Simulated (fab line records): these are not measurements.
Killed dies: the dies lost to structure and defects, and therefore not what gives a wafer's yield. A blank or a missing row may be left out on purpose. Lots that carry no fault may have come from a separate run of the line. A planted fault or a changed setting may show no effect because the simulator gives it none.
fab line records	flow sky130
record lots=6	wafers=18	lastDay=50
route steps=708 shown VT_ADJUST_NCORE@125 VT_ADJUST_HVTR@131 PAD_OPEN@708
lots untouched by any fault: they come from a run of this same line in which no faults occurred
startH: hours from the record's opening day to when the first of the lot's shown wafers began	waitH: how many hours have passed since the lot's step before this one	" unchanged from the row above	L1.1+2: one row covering several wafers at once	- no value, or no start was given	* or withheld: withheld	< > ~ a bound
route shown NAME@n: names a module that has steps shown in the file, with the first one's number in the route	usual: mean and standard deviation over wafers with no fault	same: alike in all rows	chamber/n: place in a boat	sites: readings site by site	_std_site: the standard deviation of these	_edge_site: inner sites' mean taken away from outer sites' mean	radiusMm: how far each site lies from the wafer's centre	mask NAME#n: copy n	behind: the tool/chamber that last shaped the wafer	hold: why the lot went on hold/how many hours it stayed there/how the hold came to an end	device: whichever transistor did not switch (one of n, p or np)	end of line: tests run on the same wafers once the route is complete	a step given without rows: its recipe and nothing more	killed: at the first sort, the dies lost to defects and structure; wafer yield is something else	map: the dies of a wafer, with x for killed, . for not killed, _ for no die there
set.NAME: the run value of the setting; set.NAME@STEP: its run value at that earlier step	model.NAME: the simulator's own value behind a step, which no gauge read
lots at selected steps of the route; one table per step, one row per wafer
services: a tool's chamber out of use, with start hour (startH, from the record's first day; less than 0 if before it), hours out, and reason
## steps
# step SKY_VT_ADJUST_NCORE_DEVELOP_06
# recipe resist=NOVOLAK	developer=TMAH	developTimeS=60	devTempC=23
# step SKY_VT_ADJUST_NCORE_CD_MEAS_07
# recipe targetCdNm=380
# usual cdNm=379.1/2.6
lot.wafer	tool	chamber	startH	waitH	cdNm
L730.2	cdSem-01	-	199.28	0.1	380.4
L730.4	"	-	"	"	377.5
L730.5	"	-	"	"	379.2
L733.2	cdSem-01	-	219.49	0.1	381.9
L733.5	"	-	"	"	383.2
L733.6	"	-	"	"	383.9
L741.3	cdSem-01	-	279.58	0.1	380.9
L741.4	"	-	"	"	380.8
L741.6	"	-	"	"	379.8
L742.4	cdSem-02	-	282.95	0.1	376.8
L742.5	"	-	"	"	376.6
L742.6	"	-	"	"	377.5
L749.1	cdSem-01	-	327.87	0.1	377.0
L749.2	"	-	"	"	375.3
L749.4	"	-	"	"	376.6
L751.2	cdSem-01	-	343.09	0.1	379.3
L751.4	"	-	"	"	378.8
L751.5	"	-	"	"	379.1
# step SKY_VT_ADJUST_NCORE_OVL_MEAS_08
# usual VT_ADJUST_NCORE_OVL=0.6/1.3
lot.wafer	tool	chamber	startH	waitH	VT_ADJUST_NCORE_OVL[nm]
L730.2	overlay-01	-	199.38	0.1	2.1
L730.4	"	-	"	"	1.9
L730.5	"	-	"	"	0.5
L733.2	overlay-01	-	219.60	0.1	-0.7
L733.5	"	-	"	"	1.0
L733.6	"	-	"	"	-1.4
L741.3	overlay-01	-	279.67	0.1	0.6
L741.4	"	-	"	"	1.2
L741.6	"	-	"	"	0.9
L742.4	overlay-01	-	283.03	0.1	0.9
L742.5	"	-	"	"	0.9
L742.6	"	-	"	"	-0.1
L749.1	overlay-01	-	327.99	0.1	1.6
L749.2	"	-	"	"	2.8
L749.4	"	-	"	"	3.4
L751.2	overlay-02	-	343.20	0.1	-0.9
L751.4	"	-	"	"	1.6
L751.5	"	-	"	"	1.0
# step SKY_VT_ADJUST_NCORE_IMPLANT_09
# recipe species=B	energyKev=10.06	doseCm2=2.4e+12	tiltDeg=withheld
# step SKY_VT_ADJUST_NCORE_STRIP_10
# recipe chemistry=O2/N2	powerW=1400	pressureMtorr=1500	platenTempC=withheld	o2FlowSccm=3000	n2FlowSccm=300	overashFraction=0.5
# usual chamberPressureMTorr=1500.0/1.5	drypumpMotorCurrentA=5.5/0.39	oesProductAu=0.715/0.0046	stripTimeToEndpointS=14.19/0.04
lot.wafer	tool	chamber	startH	waitH	chamberPressureMTorr	drypumpMotorCurrentA	oesProductAu	rfHoursCounterH	stripTimeToEndpointS
L730.2	plasmaAsher-01	1	199.56	0.1	1499.6	5.6	0.709	48	14.19
L730.4	"	1	"	"	1500.8	5.6	0.718	-	14.22
L730.5	"	1	"	"	1498.2	5.6	0.717	-	14.20
L733.2	plasmaAsher-04	0	219.78	0.1	1500.4	6.0	0.716	52	14.24
L733.5	"	0	"	"	1499.0	6.0	0.714	-	14.25
L733.6	"	1	"	"	1500.2	5.0	0.710	-	14.29
L741.3	plasmaAsher-01	1	279.88	0.1	1499.2	5.6	0.719	-	14.20
L741.4	"	0	"	"	1500.2	5.7	0.718	-	14.16
L741.6	"	0	"	"	1500.3	5.7	0.708	-	14.20
L742.4	plasmaAsher-03	1	283.23	0.1	1502.7	5.9	0.714	-	14.20
L742.5	"	0	"	"	1500.0	5.1	0.707	-	14.24
L742.6	"	1	"	"	1503.0	5.9	0.714	-	14.18
L749.1	plasmaAsher-03	1	328.18	0.1	1503.5	5.9	0.717	52	14.20
L749.2	"	0	"	"	1497.3	5.0	0.714	52	14.16
L749.4	"	0	"	"	1501.4	5.0	0.715	-	14.20
L751.2	plasmaAsher-04	0	343.86	0.1	1500.2	5.9	0.726	64	14.15
L751.4	"	1	"	"	1499.3	5.0	0.716	-	14.11
L751.5	"	1	"	"	1501.3	5.0	0.717	-	14.16
# step SKY_VT_ADJUST_NCORE_TW_MEAS_11
# usual VT_ADJUST_NCORE_TW=220.4/2.1
lot.wafer	tool	chamber	startH	waitH	VT_ADJUST_NCORE_TW
L730.2	filmMetro-03	-	199.67	0.1	220.3
L730.4	"	-	"	"	220.0
L730.5	"	-	"	"	220.5
L733.2	filmMetro-04	-	219.89	0.1	222.6
L733.5	"	-	"	"	222.1
L733.6	"	-	"	"	221.3
L741.3	filmMetro-04	-	279.96	0.1	222.3
L741.4	"	-	"	"	222.5
L741.6	"	-	"	"	222.6
L742.4	filmMetro-04	-	283.32	0.1	221.8
L742.5	"	-	"	"	221.7
L742.6	"	-	"	"	221.5
L749.1	filmMetro-04	-	328.28	0.1	222.6
L749.2	"	-	"	"	222.6
L749.4	"	-	"	"	222.0
L751.2	filmMetro-03	-	343.97	0.1	221.9
L751.4	"	-	"	"	221.0
L751.5	"	-	"	"	221.1
# step SKY_VT_ADJUST_HVTR_DEHYDRATE_00
# recipe tempC=200	timeS=60
# step SKY_VT_ADJUST_HVTR_HMDS_01
# recipe primeTimeS=60	primeTempC=120
# step SKY_VT_ADJUST_HVTR_COAT_02
# recipe resist=NOVOLAK	spinRpm=3000	resistThkNm=1140
# step SKY_VT_ADJUST_HVTR_SOFTBAKE_03
# recipe tempC=90	timeS=60	resist=NOVOLAK
# step SKY_VT_ADJUST_HVTR_EXPOSE_04
# recipe maskId=HVTRM	targetCdNm=380	na=0.6	sourceShape=conventional	sigmaOuter=0.6	doseMj=150
# step SKY_VT_ADJUST_HVTR_PEB_05
# recipe tempC=withheld	timeS=*	resist=NOVOLAK
# step SKY_VT_ADJUST_HVTR_DEVELOP_06
# recipe developTimeS=60	devTempC=23
lot.wafer	tool	chamber	startH	waitH
L730.2+4+5	lithoTrack-04	0	221.05	0.1
L733.2+5+6	lithoTrack-03	0	240.98	0.1
L741.3+4+6	lithoTrack-03	0	304.65	0.1
L742.4+5+6	lithoTrack-03	0	308.58	0.1
L749.1+2+4	lithoTrack-04	0	354.97	0.1
L751.2+4+5	lithoTrack-02	0	371.25	0.1
# step SKY_VT_ADJUST_HVTR_CD_MEAS_07
# recipe targetCdNm=380
# usual cdNm=379.7/2.5
lot.wafer	tool	chamber	startH	waitH	cdNm
L730.2	cdSem-01	-	221.19	0.1	386.0
L730.4	"	-	"	"	382.4
L730.5	"	-	"	"	380.3
L733.2	cdSem-02	-	241.12	0.1	375.8
L733.5	"	-	"	"	375.4
L733.6	"	-	"	"	375.3
L741.3	cdSem-01	-	304.79	0.1	418.5
L741.4	"	-	"	"	420.5
L741.6	"	-	"	"	419.8
L742.4	cdSem-01	-	308.71	0.1	424.9
L742.5	"	-	"	"	424.8
L742.6	"	-	"	"	423.6
L749.1	cdSem-01	-	355.12	0.1	377.1
L749.2	"	-	"	"	376.9
L749.4	"	-	"	"	376.8
L751.2	cdSem-02	-	371.39	0.1	378.5
L751.4	"	-	"	"	382.1
L751.5	"	-	"	"	379.9
# step SKY_VT_ADJUST_HVTR_OVL_MEAS_08
# usual VT_ADJUST_HVTR_OVL=-1.3/1.5
lot.wafer	tool	chamber	startH	waitH	VT_ADJUST_HVTR_OVL[nm]
L730.2	overlay-01	-	221.30	0.1	0.4
L730.4	"	-	"	"	0.0
L730.5	"	-	"	"	-1.4
L733.2	overlay-02	-	241.23	0.1	-1.1
L733.5	"	-	"	"	1.5
L733.6	"	-	"	"	-0.4
L741.3	overlay-02	-	304.89	0.1	-1.8
L741.4	"	-	"	"	-0.9
L741.6	"	-	"	"	-1.4
L742.4	overlay-02	-	308.79	0.1	-3.0
L742.5	"	-	"	"	-1.8
L742.6	"	-	"	"	-1.8
L749.1	overlay-01	-	355.24	0.1	-1.7
L749.2	"	-	"	"	-2.0
L749.4	"	-	"	"	-2.3
L751.2	overlay-01	-	371.50	0.1	-3.9
L751.4	"	-	"	"	-3.0
L751.5	"	-	"	"	-3.1
# step SKY_PAD_OPEN_PROBE_99
# usual killed_at_M0_to_M3=45/7.1	killed_at_M4_up=3.0/1.8	killedAtContacts=24/5.4	killedAtFrontEnd=16/4.9	killedAtOther=0.3/0.63	killedDies=88/11	killedOpen=47/7.4	killedShort=40/7
# same grossDies=492	killedAtBackSide=0
lot.wafer	tool	chamber	startH	waitH	killed_at_M0_to_M3	killed_at_M4_up	killedAtContacts	killedAtFrontEnd	killedAtOther	killedDies	killedOpen	killedShort
L733.2	prober-02	-	1107.29	0.1	37	4	24	16	0	81	44	37
L733.5	prober-02	-	1107.44	0.2	40	2	21	16	2	81	43	38
L733.6	prober-02	-	1107.49	0.2	36	3	21	18	0	78	37	41
L741.3	prober-02	-	1155.10	0.2	43	3	18	14	0	78	47	31
L741.4	prober-02	-	1155.15	0.2	30	2	19	20	1	72	32	40
L741.6	prober-02	-	1155.25	0.2	57	0	15	17	0	89	38	51
L742.4	prober-01	-	1156.27	0.2	41	2	15	14	0	72	40	32
L742.5	prober-01	-	1156.32	0.2	43	3	20	12	0	78	38	40
L742.6	prober-01	-	1156.37	0.2	41	1	25	14	0	81	45	36
L749.1	prober-02	-	1188.41	0.1	46	7	26	11	0	90	45	45
L749.2	prober-02	-	1188.46	0.1	29	5	28	14	0	76	34	42
L749.4	prober-02	-	1188.56	0.2	36	1	26	21	0	84	56	28
# killed by level:class
L733.2 CONTACT:geometricParticle:open=10 METAL2:geometricParticle:short=10 VIA1:geometricParticle:short=6 LI_CONTACT:geometricParticle:open=6 VIA1:geometricParticle:open=6 LI_CONTACT:geometricParticle:short=5 VIA3:geometricParticle:open=5 POLY_GATE:geometricParticle:open=4
L733.5 VIA1:geometricParticle:open=11 CONTACT:geometricParticle:open=8 METAL1:geometricParticle:short=6 LOCAL_INTERCONNECT:geometricParticle:short=4 CONTACT:geometricParticle:short=4 VIA3:geometricParticle:short=4 VIA3:geometricParticle:open=4 FIELD_ISO:geometricParticle:short=3
L733.6 LI_CONTACT:geometricParticle:open=6 METAL2:geometricParticle:short=6 FIELD_ISO:geometricParticle:short=5 POLY_GATE:geometricParticle:open=5 LOCAL_INTERCONNECT:geometricParticle:short=5 CONTACT:geometricParticle:open=5 METAL1:geometricParticle:short=5 VIA3:geometricParticle:open=5
L741.3 VIA1:geometricParticle:open=11 METAL1:geometricParticle:short=8 POLY_GATE:geometricParticle:open=7 CONTACT:geometricParticle:open=7 METAL2:geometricParticle:short=6 VIA2:geometricParticle:open=5 LOCAL_INTERCONNECT:geometricParticle:short=4 METAL1:geometricParticle:open=4
L741.4 CONTACT:geometricParticle:open=8 POLY_GATE:geometricParticle:short=6 METAL1:geometricParticle:short=6 FIELD_ISO:geometricParticle:open=5 FIELD_ISO:geometricParticle:short=5 VIA3:geometricParticle:short=5 METAL2:geometricParticle:short=5 VIA2:geometricParticle:open=5
L741.6 VIA1:geometricParticle:open=13 METAL1:geometricParticle:short=9 METAL2:geometricParticle:short=8 VIA1:geometricParticle:short=6 POLY_GATE:geometricParticle:short=5 LI_CONTACT:geometricParticle:short=5 VIA2:geometricParticle:open=5 FIELD_ISO:geometricParticle:open=4
L742.4 CONTACT:geometricParticle:open=8 VIA1:geometricParticle:open=8 VIA3:geometricParticle:open=7 FIELD_ISO:geometricParticle:short=6 METAL1:geometricParticle:short=6 METAL2:geometricParticle:short=5 VIA2:geometricParticle:short=4 FIELD_ISO:geometricParticle:open=3
L742.5 METAL1:geometricParticle:short=10 VIA3:geometricParticle:open=9 VIA1:geometricParticle:open=6 CONTACT:geometricParticle:open=6 FIELD_ISO:geometricParticle:short=5 LI_CONTACT:geometricParticle:open=5 LOCAL_INTERCONNECT:geometricParticle:short=4 VIA2:geometricParticle:open=4
L742.6 CONTACT:geometricParticle:open=11 VIA1:geometricParticle:open=11 VIA2:geometricParticle:open=6 POLY_GATE:geometricParticle:open=5 LI_CONTACT:geometricParticle:open=5 METAL2:geometricParticle:short=5 METAL1:geometricParticle:short=5 LI_CONTACT:geometricParticle:short=4
L749.1 VIA1:geometricParticle:open=8 LI_CONTACT:geometricParticle:open=7 METAL1:geometricParticle:short=7 VIA3:geometricParticle:open=7 CONTACT:geometricParticle:short=6 VIA2:geometricParticle:open=6 VIA3:geometricParticle:short=6 METAL2:geometricParticle:short=5
L749.2 CONTACT:geometricParticle:open=9 VIA1:geometricParticle:open=8 LOCAL_INTERCONNECT:geometricParticle:short=6 METAL2:geometricParticle:short=6 LI_CONTACT:geometricParticle:short=5 LI_CONTACT:geometricParticle:open=5 FIELD_ISO:geometricParticle:short=4 VIA2:geometricParticle:open=4
L749.4 LI_CONTACT:geometricParticle:open=11 CONTACT:geometricParticle:open=8 FIELD_ISO:geometricParticle:open=7 VIA2:geometricParticle:open=7 VIA3:geometricParticle:open=7 POLY_GATE:geometricParticle:open=6 VIA1:geometricParticle:open=5 CONTACT:geometricParticle:short=4
## services
tool	chamber	startH	hours	kind
lithoTrack-04	-	205.54	-	consumableReplace:filter
plasmaAsher-04	-	231.05	2.8	pm
plasmaAsher-01	-	237.31	25.0	pm
## key
firstSign step=SKY_VT_ADJUST_HVTR_CD_MEAS_07	reading=cdNm	direction=up	sigmas=17	usual=379.7	struck=422.0
effect none on later readings
metAt SKY_VT_ADJUST_HVTR_DEVELOP_06
struckWafers L741.3,L741.4,L741.6,L742.4,L742.5,L742.6
testerLeftOut L741,L742
onsetBetween 240.98 304.65
fault kind=processParameterDrift	tool=lithoTrack-03	chamber=-	onsetH=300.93	steps=SKY_VT_ADJUST_HVTR_DEVELOP_06	channel=developTimeS	offset=*	shape=step	endH=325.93	actsIn=*	stated=*
# testerLeftOut: of these lots the tester's yield and bins aren't shown, on N5 and GAA mostly nor the transistor test; their killed dies are dies lost to structure and defects alone, not to doping, threshold or leakage, so they don't give the yield
